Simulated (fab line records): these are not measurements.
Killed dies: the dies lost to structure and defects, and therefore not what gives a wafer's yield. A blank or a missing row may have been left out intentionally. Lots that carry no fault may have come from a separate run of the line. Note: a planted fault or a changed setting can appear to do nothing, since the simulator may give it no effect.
What tool caused it? + flow gf180mcu + Sampling: 11 lots, 33 wafers, 3 of 602 route steps

WHAT THE GAUGES SHOWED, per wafer
GF_PSD_RS_MEAS_14: measurement is done with a four-point probe.
| lot  | measured     | on           | NSD_RS (ohm/sq)   |
|------|--------------|--------------|-------------------|
| L567 | day 14 12:41 | filmMetro-01 | 46.02 46.05 46.13 |
| L570 | day 15 08:06 | filmMetro-02 | 46.15 46.08 46.15 |
| L571 | day 15 20:32 | filmMetro-01 | 46.09 46.12 46.03 |
| L572 | day 16 02:31 | filmMetro-01 | 46.13 46.09 46.16 |
| L573 | day 16 13:26 | filmMetro-02 | 46.09 46.01 45.95 |
| L574 | day 16 19:34 | filmMetro-01 | 46.13 46.16 46.08 |
| L581 | day 19 06:39 | filmMetro-02 | 46.12 46.08 46.15 |
| L587 | day 21 04:36 | filmMetro-04 | 49.81 48.53 48.40 |
| L588 | day 21 13:55 | filmMetro-02 | 48.51 49.53 48.49 |
| L589 | day 22 10:00 | filmMetro-01 | 46.19 46.13 46.24 |
| L590 | day 22 13:19 | filmMetro-02 | 46.09 45.99 46.13 |

TOOL THAT RAN EACH LOT (tool first, then ch and the chambers of the sampled wafers, then the start)
| lot  | GF_NSD_IMPLANT_10               | GF_NSD_STRIP_11                     |
|------|---------------------------------|-------------------------------------|
| L567 | implanter-03 ch 0, day 13 15:25 | plasmaAsher-04 ch 0,1, day 13 15:34 |
| L570 | implanter-03 ch 0, day 14 10:19 | plasmaAsher-03 ch 0,1, day 14 10:28 |
| L571 | implanter-01 ch 0, day 14 22:16 | plasmaAsher-03 ch 0,1, day 14 22:24 |
| L572 | implanter-04 ch 0, day 15 03:26 | plasmaAsher-03 ch 0,1, day 15 03:34 |
| L573 | implanter-01 ch 0, day 15 15:20 | plasmaAsher-04 ch 0,1, day 15 15:28 |
| L574 | implanter-03 ch 0, day 15 20:31 | plasmaAsher-02 ch 0,1, day 15 20:38 |
| L581 | implanter-01 ch 0, day 18 05:18 | plasmaAsher-04 ch 0,1, day 18 05:27 |
| L587 | implanter-03 ch 0, day 20 04:08 | plasmaAsher-02 ch 0,1, day 20 04:17 |
| L588 | implanter-03 ch 0, day 20 12:41 | plasmaAsher-03 ch 0,1, day 20 12:48 |
| L589 | implanter-01 ch 0, day 21 10:09 | plasmaAsher-02 ch 0,1, day 21 10:18 |
| L590 | implanter-01 ch 0, day 21 12:59 | plasmaAsher-03 ch 0,1, day 21 13:06 |
- GF_NSD_IMPLANT_10
- GF_NSD_STRIP_11: strips in O2/N2.

THE ANSWER, worked out from the rows above alone
Rule: what is usual is taken from the lots themselves. Put in order of their means at a reading, lots are off if they are a third of the lots or fewer, leave a main group of 4 or more, and stand apart from it by a gap of 3 or more times the standard deviation of the main group's means; of several such gaps the widest counts. The tables above print the reading to a certain number of digits; a main group whose means all agree to those digits is not used. Also off: a lot with no number at a reading for which 4 or more lots have one. Where the step has rows for the other lots, those lots are counted as sound.
Off: L587, L588, seen at GF_PSD_RS_MEAS_14 (NSD_RS). The main group: mean 46.10 ohm/sq, standard deviation 0.046.
A tool fits if, at a process step before that reading, it ran every lot that is off, and no sound lot after the first of them. Those tools and the gauges at GF_PSD_RS_MEAS_14 are tried in the same way. One fits: implanter-03 at GF_NSD_IMPLANT_10. A fault onset in the window from L574 (day 15 20:31, its last sound lot) to L587 (day 20 04:08, its first lot off) fits.

WHAT THE SIMULATOR HAD INSERTED
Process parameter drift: implanter-03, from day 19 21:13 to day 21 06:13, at GF_NSD_IMPLANT_10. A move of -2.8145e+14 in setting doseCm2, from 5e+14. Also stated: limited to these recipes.
Lots struck among those shown: L587, L588. The rule given above showed the same thing.
